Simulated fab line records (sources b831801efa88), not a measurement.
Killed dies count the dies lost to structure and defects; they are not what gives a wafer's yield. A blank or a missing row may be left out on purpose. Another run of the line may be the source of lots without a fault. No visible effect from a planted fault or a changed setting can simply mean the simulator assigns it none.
Which tool did it? | flow sky130 | 7 lots (21 wafers sampled), 1 step of a 708-step route

WHAT EACH GAUGE READ, for each wafer
SKY_VIA1_BOW_MEAS_03.
lot  | measured     | on            | VIA1_BOW (um)
L436 | day 33 00:13 | film-metro-01 | 86 91 83
L439 | day 34 18:56 | film-metro-03 | 73 74 89
L438 | day 34 20:52 | film-metro-03 | 90 79 76
L443 | day 35 14:52 | film-metro-04 | 71 87 83
L445 | day 35 21:41 | film-metro-04 | 73 76 85
L448 | day 36 22:32 | film-metro-01 | 77 82 79
L457 | day 39 09:04 | film-metro-01 | 83 67 76

TOOL THAT RAN EACH LOT (tool first, then ch and the chambers of the sampled wafers, then the start)
Record: no process step prior to these readings.

THE ANSWER, worked out from the rows above alone
Rule: what is usual is taken from the lots themselves. The widest of any qualifying gaps counts: lots, ordered by their means at a reading, are off when they make up no more than a third of the lots, leave a main group of 4 or more, and stand apart from it by 3 or more times the standard deviation of that group's means. A main group whose means are all the same, to the digits that the tables above print for the reading, isn't used. A lot without any number at a reading at which 4 lots or more have one is off too. Any other lot the step has rows for is counted as sound.
No lot is off on any of the readings shown, so nothing can be concluded from this.

WHAT THE SIMULATOR HAD INSERTED
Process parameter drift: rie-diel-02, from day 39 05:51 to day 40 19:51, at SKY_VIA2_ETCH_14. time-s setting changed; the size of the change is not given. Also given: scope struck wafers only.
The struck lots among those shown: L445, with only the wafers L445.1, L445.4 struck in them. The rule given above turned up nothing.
